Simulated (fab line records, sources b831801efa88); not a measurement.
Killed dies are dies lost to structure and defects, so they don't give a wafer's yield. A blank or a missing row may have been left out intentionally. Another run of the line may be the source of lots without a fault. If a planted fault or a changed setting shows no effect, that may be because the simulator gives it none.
What tool caused it? :: flow sky130 :: Sampling: 14 lots, 42 wafers, 5 of 708 route steps

== WHAT THE GAUGES SHOWED, per wafer ==
SKY_GATE_OXIDE_OVL_MEAS_10. Usual: GATE_OXIDE_OVL typically reads 0.1 nm, with standard deviation 1.5.
lot: L226
measured: day 15 05:23
on: overlay-02
GATE_OXIDE_OVL (nm): 1.4 -1.3 -0.2
flag: 

lot: L228
measured: day 15 05:42
on: overlay-01
GATE_OXIDE_OVL (nm): 0.4 2.8 0.7
flag: 

lot: L227
measured: day 15 07:08
on: overlay-02
GATE_OXIDE_OVL (nm): -0.3 -1.4 -1.2
flag: 

lot: L229
measured: day 16 06:19
on: overlay-02
GATE_OXIDE_OVL (nm): -0.1 -0.9 -0.3
flag: 

lot: L233
measured: day 16 15:05
on: overlay-02
GATE_OXIDE_OVL (nm): -1.7 -0.2 -1.0
flag: 

lot: L235
measured: day 17 10:49
on: overlay-01
GATE_OXIDE_OVL (nm): -0.5 1.6 2.0
flag: 

lot: L236
measured: day 18 02:59
on: overlay-01
GATE_OXIDE_OVL (nm): 0.9 0.3 -0.3
flag: 

lot: L238
measured: day 18 09:55
on: overlay-01
GATE_OXIDE_OVL (nm): 2.3 1.6 2.1
flag: 

lot: L239
measured: day 19 03:49
on: overlay-01
GATE_OXIDE_OVL (nm): 2.0 0.0 2.4
flag: 

lot: L240
measured: day 19 12:26
on: overlay-02
GATE_OXIDE_OVL (nm): -1.3 -0.6 1.1
flag: 

lot: L241
measured: day 20 00:32
on: overlay-01
GATE_OXIDE_OVL (nm): 1.8 1.7 1.3
flag: 

lot: L243
measured: day 20 11:43
on: overlay-01
GATE_OXIDE_OVL (nm): 1.7 1.0 2.9
flag: 

lot: L247
measured: day 21 20:07
on: overlay-01
GATE_OXIDE_OVL (nm): -0.3 0.7 -0.2
flag: 

lot: L248
measured: day 22 01:08
on: overlay-02
GATE_OXIDE_OVL (nm): -0.2 -1.9 -0.5
flag: 

SKY_LDD_LDN_TW_MEAS_13. Usual: LDD_LDN_TW typically reads 1478, with standard deviation 17.
lot: L226
measured: day 24 09:51
on: film-metro-03
LDD_LDN_TW: 1582 1579 1576
flag: OFF

lot: L228
measured: day 24 11:36
on: film-metro-01
LDD_LDN_TW: 1465 1462 1463
flag: 

lot: L227
measured: day 24 11:55
on: film-metro-03
LDD_LDN_TW: 1588 1588 1581
flag: OFF

lot: L229
measured: day 25 14:14
on: film-metro-03
LDD_LDN_TW: 1603 1606 1593
flag: OFF

lot: L233
measured: day 25 21:31
on: film-metro-03
LDD_LDN_TW: 1492 1494 1499
flag: 

lot: L235
measured: day 26 22:55
on: film-metro-03
LDD_LDN_TW: 1492 1483 1493
flag: 

lot: L236
measured: day 27 06:20
on: film-metro-01
LDD_LDN_TW: 1462 1464 1455
flag: 

lot: L238
measured: day 27 11:37
on: film-metro-01
LDD_LDN_TW: 1463 1463 1460
flag: 

lot: L239
measured: day 28 08:33
on: film-metro-03
LDD_LDN_TW: 1483 1491 1500
flag: 

lot: L240
measured: day 28 13:34
on: film-metro-02
LDD_LDN_TW: 1466 1457 1470
flag: 

lot: L241
measured: day 29 00:18
on: film-metro-03
LDD_LDN_TW: 1492 1499 1502
flag: 

lot: L243
measured: day 29 12:58
on: film-metro-03
LDD_LDN_TW: 1487 1499 1493
flag: 

lot: L247
measured: day 30 18:16
on: film-metro-02
LDD_LDN_TW: 1480 1466 1480
flag: 

lot: L248
measured: day 30 20:07
on: film-metro-03
LDD_LDN_TW: 1497 1482 1491
flag: 

SKY_POLY_CUT_OVL_MEAS_09. Usual: POLY_CUT_OVL typically reads 0 nm, with standard deviation 5.
lot: L226
measured: day 25 17:26
on: overlay-02
POLY_CUT_OVL (nm): 2 1 13
flag: 

lot: L228
measured: day 25 20:04
on: overlay-02
POLY_CUT_OVL (nm): -2 -2 -4
flag: 

lot: L227
measured: day 25 20:17
on: overlay-01
POLY_CUT_OVL (nm): -2 5 -1
flag: 

lot: L229
measured: day 26 20:27
on: overlay-01
POLY_CUT_OVL (nm): 2 3 0
flag: 

lot: L233
measured: day 27 04:26
on: overlay-02
POLY_CUT_OVL (nm): 1 -6 -6
flag: 

lot: L235
measured: day 28 05:45
on: overlay-02
POLY_CUT_OVL (nm): 7 8 9
flag: 

lot: L236
measured: day 28 13:27
on: overlay-02
POLY_CUT_OVL (nm): -1 1 2
flag: 

lot: L238
measured: day 28 17:33
on: overlay-01
POLY_CUT_OVL (nm): 2 -1 -4
flag: 

lot: L239
measured: day 29 14:30
on: overlay-01
POLY_CUT_OVL (nm): 3 1 -3
flag: 

lot: L240
measured: day 29 19:35
on: overlay-01
POLY_CUT_OVL (nm): -11 -4 -6
flag: 

lot: L241
measured: day 30 06:48
on: overlay-01
POLY_CUT_OVL (nm): 8 3 0
flag: 

lot: L243
measured: day 30 19:06
on: overlay-02
POLY_CUT_OVL (nm): 10 -3 11
flag: 

lot: L247
measured: day 32 00:00
on: overlay-01
POLY_CUT_OVL (nm): 3 2 2
flag: 

lot: L248
measured: day 32 01:40
on: overlay-02
POLY_CUT_OVL (nm): -8 2 -4
flag: 

== WHAT TOOL EACH LOT RAN ON (gives the tool, then ch and the chambers of the sampled wafers, and finally the start) ==
lot: L226
SKY_SONOS_ONO_ETCH_15: rie-diel-02 ch 1,2,3, day 14 00:17
SKY_LDD_LDN_IMPLANT_08: implanter-02 ch 0, day 24 08:50

lot: L228
SKY_SONOS_ONO_ETCH_15: rie-diel-04 ch 0,1, day 14 00:32
SKY_LDD_LDN_IMPLANT_08: implanter-03 ch 0, day 24 10:56

lot: L227
SKY_SONOS_ONO_ETCH_15: rie-diel-02 ch 1,2,3, day 14 02:41
SKY_LDD_LDN_IMPLANT_08: implanter-04 ch 0, day 24 10:54

lot: L229
SKY_SONOS_ONO_ETCH_15: rie-diel-04 ch 1,2, day 14 23:17
SKY_LDD_LDN_IMPLANT_08: implanter-03 ch 0, day 25 13:14

lot: L233
SKY_SONOS_ONO_ETCH_15: rie-diel-02 ch 0,2,3, day 15 06:59
SKY_LDD_LDN_IMPLANT_08: implanter-02 ch 0, day 25 20:49

lot: L235
SKY_SONOS_ONO_ETCH_15: rie-diel-04 ch 1,2,3, day 16 04:34
SKY_LDD_LDN_IMPLANT_08: implanter-02 ch 0, day 26 22:13

lot: L236
SKY_SONOS_ONO_ETCH_15: rie-diel-03 ch 0,1, day 16 16:38
SKY_LDD_LDN_IMPLANT_08: implanter-03 ch 0, day 27 05:38

lot: L238
SKY_SONOS_ONO_ETCH_15: rie-diel-02 ch 0,3, day 16 22:17
SKY_LDD_LDN_IMPLANT_08: implanter-04 ch 0, day 27 10:56

lot: L239
SKY_SONOS_ONO_ETCH_15: rie-diel-02 ch 0,1,3, day 17 19:32
SKY_LDD_LDN_IMPLANT_08: implanter-02 ch 0, day 28 07:51

lot: L240
SKY_SONOS_ONO_ETCH_15: rie-diel-04 ch 0,1,3, day 18 04:04
SKY_LDD_LDN_IMPLANT_08: implanter-03 ch 0, day 28 12:52

lot: L241
SKY_SONOS_ONO_ETCH_15: rie-diel-02 ch 1,2,3, day 18 15:16
SKY_LDD_LDN_IMPLANT_08: implanter-04 ch 0, day 28 23:36

lot: L243
SKY_SONOS_ONO_ETCH_15: rie-diel-04 ch 0,1, day 19 02:35
SKY_LDD_LDN_IMPLANT_08: implanter-04 ch 0, day 29 12:17

lot: L247
SKY_SONOS_ONO_ETCH_15: rie-diel-02 ch 0,2, day 20 11:34
SKY_LDD_LDN_IMPLANT_08: implanter-03 ch 0, day 30 17:35

lot: L248
SKY_SONOS_ONO_ETCH_15: rie-diel-02 ch 0,2, day 20 16:25
SKY_LDD_LDN_IMPLANT_08: implanter-03 ch 0, day 30 19:27
- SKY_SONOS_ONO_ETCH_15: etches the open film in CHF3/O2, target depth 19.52 nm, time 7.8 s.
- SKY_LDD_LDN_IMPLANT_08

== WHAT THE TOOLS THEMSELVES READ (means of the sampled wafers that have a number; where no wafer has one, the mark that the record gives instead) ==
SKY_SONOS_ONO_ETCH_15. Usual: drypump-motor-current-A 5.9 A, standard deviation 0.43; oes-product-au 1.002 a.u., standard deviation 0.0074; rf-fwd-power-W 595 W, standard deviation 3.5; throttle-valve-pct 8.825 %, standard deviation 0.0092.
lot: L226
tool: rie-diel-02
drypump-motor-current-A (A): 6.0
oes-product-au (a.u.): 1.012
rf-fwd-power-W (W): 598
throttle-valve-pct (%): 8.819
flag: 

lot: L228
tool: rie-diel-04
drypump-motor-current-A (A): 6.0
oes-product-au (a.u.): 1.010
rf-fwd-power-W (W): 593
throttle-valve-pct (%): 8.825
flag: 

lot: L227
tool: rie-diel-02
drypump-motor-current-A (A): 6.0
oes-product-au (a.u.): 1.001
rf-fwd-power-W (W): 596
throttle-valve-pct (%): 8.835
flag: 

lot: L229
tool: rie-diel-04
drypump-motor-current-A (A): 5.8
oes-product-au (a.u.): 0.996
rf-fwd-power-W (W): 592
throttle-valve-pct (%): 8.829
flag: 

lot: L233
tool: rie-diel-02
drypump-motor-current-A (A): 5.8
oes-product-au (a.u.): 0.999
rf-fwd-power-W (W): 596
throttle-valve-pct (%): 8.821
flag: 

lot: L235
tool: rie-diel-04
drypump-motor-current-A (A): 5.8
oes-product-au (a.u.): 1.001
rf-fwd-power-W (W): 592
throttle-valve-pct (%): 8.823
flag: 

lot: L236
tool: rie-diel-03
drypump-motor-current-A (A): 5.9
oes-product-au (a.u.): 1.006
rf-fwd-power-W (W): 592
throttle-valve-pct (%): 8.819
flag: 

lot: L238
tool: rie-diel-02
drypump-motor-current-A (A): 5.6
oes-product-au (a.u.): 1.002
rf-fwd-power-W (W): 597
throttle-valve-pct (%): 8.833
flag: 

lot: L239
tool: rie-diel-02
drypump-motor-current-A (A): 5.8
oes-product-au (a.u.): 1.002
rf-fwd-power-W (W): 596
throttle-valve-pct (%): 8.823
flag: 

lot: L240
tool: rie-diel-04
drypump-motor-current-A (A): 6.0
oes-product-au (a.u.): 0.998
rf-fwd-power-W (W): 593
throttle-valve-pct (%): 8.826
flag: 

lot: L241
tool: rie-diel-02
drypump-motor-current-A (A): 6.0
oes-product-au (a.u.): 1.002
rf-fwd-power-W (W): 596
throttle-valve-pct (%): 8.826
flag: 

lot: L243
tool: rie-diel-04
drypump-motor-current-A (A): 6.0
oes-product-au (a.u.): 1.004
rf-fwd-power-W (W): 593
throttle-valve-pct (%): 8.825
flag: 

lot: L247
tool: rie-diel-02
drypump-motor-current-A (A): 6.1
oes-product-au (a.u.): 0.993
rf-fwd-power-W (W): 599
throttle-valve-pct (%): 8.827
flag: 

lot: L248
tool: rie-diel-02
drypump-motor-current-A (A): 5.9
oes-product-au (a.u.): 0.999
rf-fwd-power-W (W): 596
throttle-valve-pct (%): 8.828
flag: 

== THE ANSWER, worked out from the rows above alone ==
Rule: a lot counts as off when the mean over its wafers that have a number is more than 3 standard deviations away from the usual mean. Also off: a lot with no number at a reading for which 4 or more lots have one. Any other lot the step has rows for is counted as sound. Order of review: gauges by route order, followed by the tools' own readings, for which a lot's mean as printed above is used. The first step at which some lot is off is used, and at that step the reading that is off furthest; a lot without a number counts as furthest.
Off: L226, L227, L229, at SKY_LDD_LDN_TW_MEAS_13 (LDD_LDN_TW).
If a tool, at a process step before that reading, ran all the lots that are off and no sound lot after the first of them, it fits. Gauges at SKY_LDD_LDN_TW_MEAS_13: tried the same way as those tools. No candidate that was tried fits.

== WHAT HAD BEEN PUT IN BY THE SIMULATOR ==
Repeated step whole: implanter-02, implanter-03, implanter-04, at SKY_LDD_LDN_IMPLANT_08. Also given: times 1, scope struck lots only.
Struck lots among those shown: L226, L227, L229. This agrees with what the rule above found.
